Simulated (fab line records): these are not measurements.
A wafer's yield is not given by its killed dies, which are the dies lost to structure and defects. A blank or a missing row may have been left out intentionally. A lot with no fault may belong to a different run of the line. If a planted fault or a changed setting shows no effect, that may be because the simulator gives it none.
Comparing a struck lot with a sound one | flow sky130 | 18 steps out of a route of 708
Sound: these wafers, L915.1, L915.5, L915.6. Struck: wafer L926.2 (left out: L926.6, a lot-mate that was not struck); the cause follows at the end.
Order at every step that has rows: each side's tool, ch and its chambers, its first start. Under that, the readings that differ: sound wafers | struck wafers | difference of the means | sigmas: that difference in standard deviations of wafers without a fault.
alike: words and numbers the same on both sides, and readings whose means are apart by under 2 such deviations; not compared: readings that were withheld, readings missing a value for some wafer, numbers with overlapping values and no deviation given by the record, and bounds like >300 which may hide the same value.
The two part at a step that has a row with sigmas, a row that says differs or no value, or rows on one side only. Numbers that have no deviation but don't overlap get no sigmas and don't part them. A reading missing from all wafers of one side parts the sides only when that side holds two or more wafers.

first, 4 steps without rows for these wafers: SKY_DNWELL_EXPOSE_04 (exposes mask DNM, target cd 3000 nm); SKY_DNWELL_PEB_05; SKY_DNWELL_DEVELOP_06 (develop time 60 s); SKY_DNWELL_IMPLANT_07.
SKY_DNWELL_STRIP_08: strips in O2/N2.
  sound on plasma asher-04 ch 0,1, day 3 20:37; struck on plasma asher-04 ch 1, day 6 07:51
  alike: drypump motor current A, oes product au, strip time to endpoint s
  not compared: rf hours counter h
SKY_DNWELL_TW_MEAS_09:
  sound on film metro-01 at day 3 20:43; struck on film metro-01 at day 6 07:58
  alike: DNWELL_TW
then, 6 steps without rows for these wafers: SKY_PWDE_DEHYDRATE_00 (time 60 s); SKY_PWDE_HMDS_01 (prime time 60 s); SKY_PWDE_COAT_02 (resist thk 3000 nm); SKY_PWDE_SOFTBAKE_03; SKY_PWDE_EXPOSE_04 (exposes mask PWDEM, target cd 840 nm); SKY_PWDE_PEB_05.
SKY_PWDE_DEVELOP_06: develop time 60 s.
  sound on litho track-03 ch 0, day 4 14:00; struck on litho track-04 ch 0, day 7 02:00
  alike: developer temp C
SKY_PWDE_OVL_MEAS_07:
  sound on overlay-02 at day 4 14:28; struck on overlay-01 at day 7 02:59
  not compared: PWDE_OVL
after that, 1 step had no rows for these wafers: SKY_PWDE_IMPLANT_08.
SKY_PWDE_STRIP_09: strips in O2/N2.
  sound on plasma asher-04 ch 0,1, day 4 14:39; struck on plasma asher-01 ch 0, day 7 03:10
  alike: drypump motor current A, oes product au, strip time to endpoint s
  not compared: rf hours counter h
SKY_PWDE_TW_MEAS_10:
  sound on film metro-01 at day 4 14:45; struck on film metro-02 at day 7 03:16
  reading | sound             | struck | difference | sigmas
  PWDE_TW | 373.9 372.8 374.2 | 30.4   | -343.2     | -99 or more
then, 1 step without rows for these wafers: SKY_NWELL_DEHYDRATE_03 (time 60 s).

== WHERE THEY PART ==
At SKY_PWDE_TW_MEAS_10 and nowhere else, as far as this record goes.

WHY: whatever the simulator had introduced
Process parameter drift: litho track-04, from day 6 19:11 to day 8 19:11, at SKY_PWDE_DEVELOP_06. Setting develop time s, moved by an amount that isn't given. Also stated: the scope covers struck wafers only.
